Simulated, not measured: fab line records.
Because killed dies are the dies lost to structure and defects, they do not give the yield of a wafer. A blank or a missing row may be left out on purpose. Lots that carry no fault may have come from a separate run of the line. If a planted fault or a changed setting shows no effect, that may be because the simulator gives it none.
8D (eight disciplines) problem report, filled in by code || flow sky130 || the parts of the form that need people (team, actions taken, sign-off) are left out

## 1. WHAT WENT WRONG
At SKY_LDD_LDN_IMPLANT_11, beam_energy_keV averages 15.704 over 6 wafers from 2 lots, while fault-free wafers read 14.999, standard deviation 0.0045. That is +99 or more standard deviations from the usual mean.
Seen first at day 27 14:10 on implanter-02, wafer L328.1. The record has a number at this step for 18 wafers belonging to 6 lots. The rule behind "out" and "out of limits": a value lying over 4 standard deviations away from the usual mean. The rest of the wafers with a number are treated as sound.

## 2. WHAT IT IS; WHAT IT IS NOT
{"question": "which readings at this step", "is": "beam_energy_keV", "is not": "-"}
{"question": "which lots", "is": "L326, L328", "is not": "L319, L321, L334, L340"}
{"question": "which wafers of those lots", "is": "all that have a number", "is not": "-"}
{"question": "read on which tools", "is": "implanter-02", "is not": "implanter-01"}
{"question": "when", "is": "from day 27 14:10", "is not": "up to then (6 sound wafers); but 6 sound wafers of L334, L340 came after"}

## 3. WHAT RULES OUT EACH SUSPECT
Counting: a tool at a process step up to the reading stays a suspect if it ran every lot that is out and no sound lot after the first of them.
- implanter-02 at SKY_LDD_LDN_IMPLANT_11: kept. Every lot that is out went through it, starting with L328 (day 27 14:10), and after that it ran no sound lot; the last sound lot it ran before then is L319 (day 23 08:19). Its own readings are out on those wafers: beam_energy_keV.
After counting, what remains is implanter-02 at SKY_LDD_LDN_IMPLANT_11.

## 4. THE CAUSE (what the simulator had put in)
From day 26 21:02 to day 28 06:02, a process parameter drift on implanter-02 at SKY_LDD_LDN_IMPLANT_11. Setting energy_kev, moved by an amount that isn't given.
Counting left only this tool.

## 5. THE EFFECT CHAIN, in route order
Each row: a reading where the mean over the struck wafers with a number is more than 3 standard deviations away from the usual. Scope: only readings with a usual standard deviation given in the record; hours: median across lots of the time from each lot's start at the first step in this table that gives one to its start at this step; sigmas: change in usual standard deviations.
{"hours": 0, "step": "SKY_LDD_LDN_IMPLANT_11", "reading": "beam_energy_keV", "usual": 14.999, "on struck wafers": 15.704, "change": "+0.705", "sigmas": "+99 or more"}
It contains these process steps:
- SKY_LDD_LDN_IMPLANT_11

## 6. HOW IT WOULD HAVE BEEN CAUGHT EARLIER
First out-of-limits reading in this record: day 27 14:10, which is 17 hours after fault onset at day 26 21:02.
